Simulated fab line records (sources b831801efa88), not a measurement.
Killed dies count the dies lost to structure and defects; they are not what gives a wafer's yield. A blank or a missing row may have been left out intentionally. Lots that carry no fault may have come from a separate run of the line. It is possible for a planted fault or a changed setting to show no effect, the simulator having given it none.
Which tool did it? / flow sky130 / Sampling: 13 lots, 39 wafers, 2 of 708 route steps

WHAT EACH GAUGE READ, for each wafer
SKY_VIA1_OVL_MEAS_13. Usual: VIA1_OVL typically reads 1 nm, with standard deviation 6.2.
lot=L588; measured=day 34 03:33; on=overlay-02; VIA1_OVL (nm)=-2 9 2; flag=
lot=L589; measured=day 34 12:25; on=overlay-01; VIA1_OVL (nm)=0 -3 2; flag=
lot=L590; measured=day 34 21:37; on=overlay-01; VIA1_OVL (nm)=11 13 8; flag=
lot=L592; measured=day 35 12:44; on=overlay-02; VIA1_OVL (nm)=-3 0 13; flag=
lot=L593; measured=day 35 23:23; on=overlay-01; VIA1_OVL (nm)=-12 -2 2; flag=
lot=L595; measured=day 36 06:44; on=overlay-02; VIA1_OVL (nm)=-2 -3 3; flag=
lot=L594; measured=day 36 09:52; on=overlay-02; VIA1_OVL (nm)=-5 -6 -10; flag=
lot=L597; measured=day 37 04:34; on=overlay-01; VIA1_OVL (nm)=3 10 4; flag=
lot=L599; measured=day 38 08:38; on=overlay-01; VIA1_OVL (nm)=5 -4 -2; flag=
lot=L601; measured=day 38 11:53; on=overlay-02; VIA1_OVL (nm)=-5 -9 -2; flag=
lot=L602; measured=day 38 18:24; on=overlay-02; VIA1_OVL (nm)=-10 -1 -7; flag=
lot=L603; measured=day 39 23:25; on=overlay-02; VIA1_OVL (nm)=18 10 16; flag=
lot=L608; measured=day 40 14:22; on=overlay-01; VIA1_OVL (nm)=15 14 7; flag=

SKY_METAL2_CD_MEAS_15 targets a cd of 140 nm. Usual: cd nm 139.6 nm, standard deviation 1.7.
lot=L588; measured=day 35 07:59; on=cd sem-01; cd nm (nm)=140.3 138.0 140.2; flag=
lot=L589; measured=day 35 16:40; on=cd sem-01; cd nm (nm)=140.4 140.1 139.0; flag=
lot=L590; measured=day 36 01:53; on=cd sem-01; cd nm (nm)=142.5 141.1 141.6; flag=
lot=L592; measured=day 36 14:56; on=cd sem-02; cd nm (nm)=140.3 139.6 141.2; flag=
lot=L593; measured=day 37 01:54; on=cd sem-02; cd nm (nm)=137.4 138.1 139.0; flag=
lot=L595; measured=day 37 09:37; on=cd sem-02; cd nm (nm)=140.6 140.4 141.7; flag=
lot=L594; measured=day 37 12:44; on=cd sem-02; cd nm (nm)=141.7 141.3 142.4; flag=
lot=L597; measured=day 38 07:58; on=cd sem-02; cd nm (nm)=137.6 139.2 136.8; flag=
lot=L599; measured=day 39 11:22; on=cd sem-01; cd nm (nm)=140.4 140.9 140.5; flag=
lot=L601; measured=day 39 14:20; on=cd sem-02; cd nm (nm)=141.6 139.1 142.2; flag=
lot=L602; measured=day 39 21:23; on=cd sem-01; cd nm (nm)=136.0 136.6 136.0; flag=
lot=L603; measured=day 41 01:35; on=cd sem-02; cd nm (nm)=140.2 141.4 141.3; flag=
lot=L608; measured=day 41 15:27; on=cd sem-02; cd nm (nm)=141.5 139.2 139.9; flag=

WHAT TOOL EACH LOT RAN ON (gives the tool, then ch and the chambers of the sampled wafers, and finally the start)
The record holds no process step before these readings.

AS READ BY THE TOOLS THEMSELVES (means over the sampled wafers that have a number; for cases with no such wafer, the mark the record gives instead)
The record holds no such reading with a usual standard deviation.

THE ANSWER, worked out from the rows above alone
Rule: a lot is off if the mean of its wafers that have a number lies more than 3 standard deviations from the usual mean. A lot without any number at a reading at which 4 lots or more have one is off too. All remaining lots with rows at the step are treated as sound. After the gauges, taken in route order, come the tools' own readings; for these a lot's mean is taken, as printed above. At the first step where some lot is off, the reading lying furthest off is the one used; lots without a number count as furthest.
Nothing can be told from this: no lot is off at any reading shown.

WHAT THE SIMULATOR HAD INSERTED
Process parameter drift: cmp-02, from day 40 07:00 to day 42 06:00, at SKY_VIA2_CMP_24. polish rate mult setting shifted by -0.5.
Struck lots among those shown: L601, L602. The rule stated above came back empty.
